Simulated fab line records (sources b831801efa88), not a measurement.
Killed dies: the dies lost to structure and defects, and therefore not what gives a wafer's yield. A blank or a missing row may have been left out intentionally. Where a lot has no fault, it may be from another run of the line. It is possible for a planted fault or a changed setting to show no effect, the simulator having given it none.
Which of the tools did it? / flow sky130 / Sampling: 11 lots, 33 wafers, 5 of 708 route steps

WHAT THE GAUGES SHOWED, per wafer
SKY_CAPM_THK_MEAS_04: measures by xrf. Usual: for CAPM_TIN_THK the level is 204.3 nm and the standard deviation is 2.5.
lot=L757; measured=day 36 03:11; on=film-metro-01; CAPM_TIN_THK (nm)=200.5 204.1 203.1; flag=
lot=L758; measured=day 36 17:22; on=film-metro-04; CAPM_TIN_THK (nm)=209.5 208.0 205.8; flag=
lot=L760; measured=day 37 11:26; on=film-metro-04; CAPM_TIN_THK (nm)=207.1 202.2 201.2; flag=
lot=L762; measured=day 38 17:10; on=film-metro-03; CAPM_TIN_THK (nm)=202.6 205.5 199.8; flag=
lot=L765; measured=day 39 05:58; on=film-metro-04; CAPM_TIN_THK (nm)=205.6 205.1 205.5; flag=
lot=L767; measured=day 39 16:17; on=film-metro-03; CAPM_TIN_THK (nm)=206.4 208.6 208.6; flag=
lot=L771; measured=day 40 21:01; on=film-metro-03; CAPM_TIN_THK (nm)=208.8 206.7 207.4; flag=
lot=L772; measured=day 41 03:46; on=film-metro-03; CAPM_TIN_THK (nm)=203.4 205.7 208.0; flag=
lot=L773; measured=day 41 10:01; on=film-metro-04; CAPM_TIN_THK (nm)=207.5 205.8 204.6; flag=
lot=L778; measured=day 42 21:21; on=film-metro-04; CAPM_TIN_THK (nm)=205.3 201.9 203.7; flag=
lot=L780; measured=day 43 02:54; on=film-metro-04; CAPM_TIN_THK (nm)=208.0 205.0 205.8; flag=

SKY_CAP2M_THK_MEAS_01. Usual: for CAP2M_CVD_00_THK the level is 15.51 nm and the standard deviation is 0.22.
lot=L757; measured=day 39 13:02; on=film-metro-04; CAP2M_CVD_00_THK (nm)=15.71 15.72 15.83; flag=
lot=L758; measured=day 40 00:37; on=film-metro-03; CAP2M_CVD_00_THK (nm)=15.17 15.47 15.38; flag=
lot=L760; measured=day 40 18:13; on=film-metro-02; CAP2M_CVD_00_THK (nm)=15.46 15.32 15.65; flag=
lot=L762; measured=day 41 21:55; on=film-metro-04; CAP2M_CVD_00_THK (nm)=15.39 15.34 15.89; flag=
lot=L765; measured=day 42 10:14; on=film-metro-04; CAP2M_CVD_00_THK (nm)=15.11 15.51 15.42; flag=
lot=L767; measured=day 42 19:58; on=film-metro-03; CAP2M_CVD_00_THK (nm)=15.63 15.79 15.51; flag=
lot=L771; measured=day 43 22:57; on=film-metro-04; CAP2M_CVD_00_THK (nm)=15.38 15.35 15.56; flag=
lot=L772; measured=day 44 06:25; on=film-metro-03; CAP2M_CVD_00_THK (nm)=15.39 15.41 21.71; flag=OFF
lot=L773; measured=day 44 11:22; on=film-metro-03; CAP2M_CVD_00_THK (nm)=21.40 15.31 15.30; flag=OFF
lot=L778; measured=day 45 19:23; on=film-metro-03; CAP2M_CVD_00_THK (nm)=15.57 15.83 15.80; flag=
lot=L780; measured=day 46 01:14; on=film-metro-03; CAP2M_CVD_00_THK (nm)=15.39 15.68 15.71; flag=

WHAT TOOL EACH LOT RAN ON (gives the tool, then ch and the chambers of the sampled wafers, and finally the start)
lot=L757; SKY_CAPM_SPUTTER_02=pvd-sputter-03, day 36 02:57; SKY_VIA3_SPUTTER_20=pvd-sputter-03, day 39 10:44; SKY_CAP2M_CVD_00=pecvd-04 ch 1,2, day 39 12:59
lot=L758; SKY_CAPM_SPUTTER_02=pvd-sputter-02, day 36 17:07; SKY_VIA3_SPUTTER_20=pvd-sputter-03, day 39 23:44; SKY_CAP2M_CVD_00=pecvd-01 ch 0,1, day 40 00:34
lot=L760; SKY_CAPM_SPUTTER_02=pvd-sputter-03, day 37 11:13; SKY_VIA3_SPUTTER_20=pvd-sputter-04, day 40 17:22; SKY_CAP2M_CVD_00=pecvd-01 ch 0,1,2, day 40 18:11
lot=L762; SKY_CAPM_SPUTTER_02=pvd-sputter-03, day 38 16:56; SKY_VIA3_SPUTTER_20=pvd-sputter-04, day 41 21:02; SKY_CAP2M_CVD_00=pecvd-04 ch 0,1,2, day 41 21:53
lot=L765; SKY_CAPM_SPUTTER_02=pvd-sputter-02, day 39 05:43; SKY_VIA3_SPUTTER_20=pvd-sputter-01, day 42 09:14; SKY_CAP2M_CVD_00=pecvd-01 ch 0,1,2, day 42 10:12
lot=L767; SKY_CAPM_SPUTTER_02=pvd-sputter-03, day 39 16:02; SKY_VIA3_SPUTTER_20=pvd-sputter-01, day 42 19:06; SKY_CAP2M_CVD_00=pecvd-01 ch 0,1,2, day 42 19:55
lot=L771; SKY_CAPM_SPUTTER_02=pvd-sputter-03, day 40 20:47; SKY_VIA3_SPUTTER_20=pvd-sputter-04, day 43 22:07; SKY_CAP2M_CVD_00=pecvd-04 ch 0,2, day 43 22:56
lot=L772; SKY_CAPM_SPUTTER_02=pvd-sputter-02, day 41 03:32; SKY_VIA3_SPUTTER_20=pvd-sputter-04, day 44 05:35; SKY_CAP2M_CVD_00=pecvd-01 ch 0,1,2, day 44 06:23
lot=L773; SKY_CAPM_SPUTTER_02=pvd-sputter-03, day 41 09:47; SKY_VIA3_SPUTTER_20=pvd-sputter-03, day 44 10:31; SKY_CAP2M_CVD_00=pecvd-01 ch 0,1,2, day 44 11:20
lot=L778; SKY_CAPM_SPUTTER_02=pvd-sputter-04, day 42 21:07; SKY_VIA3_SPUTTER_20=pvd-sputter-01, day 45 18:32; SKY_CAP2M_CVD_00=pecvd-03 ch 0,1,2, day 45 19:22
lot=L780; SKY_CAPM_SPUTTER_02=pvd-sputter-03, day 43 02:40; SKY_VIA3_SPUTTER_20=pvd-sputter-01, day 46 00:11; SKY_CAP2M_CVD_00=pecvd-04 ch 1,2, day 46 01:12
- SKY_CAPM_SPUTTER_02: material TiN, target thk 200 nm, time 166.7 s.
- SKY_VIA3_SPUTTER_20: material TiN, target thk 20 nm, time 80 s.
- SKY_CAP2M_CVD_00: deposits SiO2, target thk 15.5 nm.

WHAT THE TOOLS THEMSELVES READ (means of the sampled wafers that have a number; where no wafer has one, the mark that the record gives instead)
SKY_CAPM_SPUTTER_02. Usual: cathode-dc-power-W 6500.0 W, standard deviation 1.2; throttle-valve-pct 30.2 %, standard deviation 0.75.
lot=L757; tool=pvd-sputter-03; cathode-dc-power-W (W)=6498.5; throttle-valve-pct (%)=31.0; flag=
lot=L758; tool=pvd-sputter-02; cathode-dc-power-W (W)=6499.3; throttle-valve-pct (%)=29.3; flag=
lot=L760; tool=pvd-sputter-03; cathode-dc-power-W (W)=6500.2; throttle-valve-pct (%)=30.2; flag=
lot=L762; tool=pvd-sputter-03; cathode-dc-power-W (W)=6500.4; throttle-valve-pct (%)=30.6; flag=
lot=L765; tool=pvd-sputter-02; cathode-dc-power-W (W)=6499.7; throttle-valve-pct (%)=29.0; flag=
lot=L767; tool=pvd-sputter-03; cathode-dc-power-W (W)=6501.3; throttle-valve-pct (%)=30.6; flag=
lot=L771; tool=pvd-sputter-03; cathode-dc-power-W (W)=6500.1; throttle-valve-pct (%)=30.7; flag=
lot=L772; tool=pvd-sputter-02; cathode-dc-power-W (W)=6500.5; throttle-valve-pct (%)=29.5; flag=
lot=L773; tool=pvd-sputter-03; cathode-dc-power-W (W)=6499.9; throttle-valve-pct (%)=30.5; flag=
lot=L778; tool=pvd-sputter-04; cathode-dc-power-W (W)=6499.0; throttle-valve-pct (%)=30.2; flag=
lot=L780; tool=pvd-sputter-03; cathode-dc-power-W (W)=6498.9; throttle-valve-pct (%)=30.0; flag=

SKY_VIA3_SPUTTER_20. Usual: cathode-dc-power-W 3999.9 W, standard deviation 0.67; throttle-valve-pct 30.3 %, standard deviation 0.86.
lot=L757; tool=pvd-sputter-03; cathode-dc-power-W (W)=3999.9; throttle-valve-pct (%)=30.5; flag=
lot=L758; tool=pvd-sputter-03; cathode-dc-power-W (W)=3999.4; throttle-valve-pct (%)=30.2; flag=
lot=L760; tool=pvd-sputter-04; cathode-dc-power-W (W)=3999.5; throttle-valve-pct (%)=30.4; flag=
lot=L762; tool=pvd-sputter-04; cathode-dc-power-W (W)=4000.4; throttle-valve-pct (%)=30.2; flag=
lot=L765; tool=pvd-sputter-01; cathode-dc-power-W (W)=4000.3; throttle-valve-pct (%)=29.6; flag=
lot=L767; tool=pvd-sputter-01; cathode-dc-power-W (W)=3999.5; throttle-valve-pct (%)=28.8; flag=
lot=L771; tool=pvd-sputter-04; cathode-dc-power-W (W)=4000.9; throttle-valve-pct (%)=30.7; flag=
lot=L772; tool=pvd-sputter-04; cathode-dc-power-W (W)=4000.0; throttle-valve-pct (%)=31.0; flag=
lot=L773; tool=pvd-sputter-03; cathode-dc-power-W (W)=4000.4; throttle-valve-pct (%)=30.5; flag=
lot=L778; tool=pvd-sputter-01; cathode-dc-power-W (W)=4000.0; throttle-valve-pct (%)=30.6; flag=
lot=L780; tool=pvd-sputter-01; cathode-dc-power-W (W)=3999.3; throttle-valve-pct (%)=30.0; flag=

SKY_CAP2M_CVD_00. Usual: heater-power-w reads 778 W (standard deviation 120).
lot=L757; tool=pecvd-04; heater-power-w (W)=772; flag=
lot=L758; tool=pecvd-01; heater-power-w (W)=715; flag=
lot=L760; tool=pecvd-01; heater-power-w (W)=808; flag=
lot=L762; tool=pecvd-04; heater-power-w (W)=742; flag=
lot=L765; tool=pecvd-01; heater-power-w (W)=802; flag=
lot=L767; tool=pecvd-01; heater-power-w (W)=706; flag=
lot=L771; tool=pecvd-04; heater-power-w (W)=868; flag=
lot=L772; tool=pecvd-01; heater-power-w (W)=712; flag=
lot=L773; tool=pecvd-01; heater-power-w (W)=775; flag=
lot=L778; tool=pecvd-03; heater-power-w (W)=896; flag=
lot=L780; tool=pecvd-04; heater-power-w (W)=862; flag=

THE ANSWER, worked out from the rows above alone
Rule: a lot is off if the mean of its wafers that have a number lies more than 3 standard deviations from the usual mean. A lot without any number at a reading at which 4 lots or more have one is off too. The other lots that the step has rows for count as sound. After the gauges, taken in route order, come the tools' own readings; for these a lot's mean is taken, as printed above. The first step at which some lot is off is used, and at that step the reading that is off furthest; a lot without a number counts as furthest.
Off: L772, L773, seen at SKY_CAP2M_THK_MEAS_01 (CAP2M_CVD_00_THK).
A tool fits if, at a process step before that reading, it ran every lot that is off, and no sound lot after the first of them. Those tools and the gauges at SKY_CAP2M_THK_MEAS_01 are tried in the same way. One fits: SKY_CAP2M_CVD_00 on pecvd-01. Its last sound lot is L767 (day 42 19:55), its first lot that is off L772 (day 44 06:23): a fault that began between those two fits.

WHAT WAS PUT IN BY THE SIMULATOR
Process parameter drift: pecvd-01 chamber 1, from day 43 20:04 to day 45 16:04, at SKY_CAP2M_CVD_00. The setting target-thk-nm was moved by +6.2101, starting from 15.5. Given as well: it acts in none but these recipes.
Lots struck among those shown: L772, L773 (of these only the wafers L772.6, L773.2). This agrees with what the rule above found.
